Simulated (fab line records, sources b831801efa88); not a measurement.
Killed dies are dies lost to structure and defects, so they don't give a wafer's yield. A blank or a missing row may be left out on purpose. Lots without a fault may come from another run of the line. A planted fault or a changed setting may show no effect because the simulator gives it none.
Chamber matching | flow gf180mcu | GF_STI_ETCH_14 on rie_si-02: 4 sister chambers
The step etches Si in HBr/Cl2/O2, target depth 360 nm, time 102.9 s. 16 wafers are shown with their chamber, then 8 later ones without.

WAFERS WITH THEIR CHAMBER
wafer  | chamber | drypump_motor_current_A (A) | run_length_s (s) | throttle_valve_pct (%)
L687.1 | 0       | 6.5                         | 131.5            | 25.644
L687.4 | 3       | 5.3                         | 131.2            | 25.650
L687.6 | 0       | 6.5                         | 131.2            | 25.638
L688.1 | 0       | 6.6                         | 131.4            | 25.644
L688.2 | 3       | 5.3                         | 131.7            | 25.649
L688.4 | 2       | 5.0                         | 131.1            | 25.660
L689.1 | 3       | 5.4                         | 131.1            | 25.655
L689.2 | 0       | 6.6                         | 131.2            | 25.629
L689.4 | 0       | 6.6                         | 131.5            | 25.642
L690.4 | 0       | 6.5                         | 131.4            | 25.630
L690.5 | 3       | 5.4                         | 131.1            | 25.664
L690.6 | 2       | 5.0                         | 131.2            | 25.651
L695.2 | 1       | 6.4                         | 131.8            | 25.647
L695.4 | 0       | 6.5                         | 131.8            | 25.641
L695.6 | 0       | 6.5                         | 132.0            | 25.641
L698.1 | 1       | 6.5                         | 131.8            | 25.654

SIGNATURES (means of the wafers above)
reading                 | chamber 0 | chamber 1 | chamber 2 | chamber 3 | scatter within a chamber
drypump_motor_current_A | 6.537     | 6.450     | 5.000     | 5.350     | 0.053
run_length_s            | 131.500   | 131.800   | 131.150   | 131.275   | 0.257
throttle_valve_pct      | 25.63862  | 25.65050  | 25.65550  | 25.65450  | 0.00615
Rule: a wafer's distance from a chamber is the root of the sum, over the readings, of the square of ((its reading less the chamber's mean) divided by the reading's scatter). The wafer belongs to the nearest chamber; if the next one is less than 2 further off, it can't be placed. The scatter: the root of (the sum of the squares of (reading less its chamber's mean) over the shown wafers, divided by (wafers less chambers)).

WAFERS WITHOUT THEIR CHAMBER
wafer  | drypump_motor_current_A (A) | run_length_s (s) | throttle_valve_pct (%)
L698.3 | 5.0                         | 131.4            | 25.662
L698.5 | 5.0                         | 131.1            | 25.641
L708.4 | 5.3                         | 131.2            | 25.660
L708.5 | 5.3                         | 131.2            | 25.653
L708.6 | 6.5                         | 131.2            | 25.658
L709.1 | 6.5                         | 131.8            | 25.651
L709.3 | 5.3                         | 131.4            | 25.639
L709.4 | 5.0                         | 131.2            | 25.664

WHICH CHAMBER EACH WENT THROUGH
wafer  | from the rows above     | in truth
L698.3 | 2                       | 2
L698.5 | 2                       | 2
L708.4 | 3                       | 3
L708.5 | 3                       | 3
L708.6 | can't be placed: 1 or 0 | 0
L709.1 | can't be placed: 1 or 0 | 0
L709.3 | 3                       | 3
L709.4 | 2                       | 2
Placed correctly: 6 of 8. Can't be placed from these rows: 2 (the true chamber is among the candidates in 2). Placed wrongly: 0.
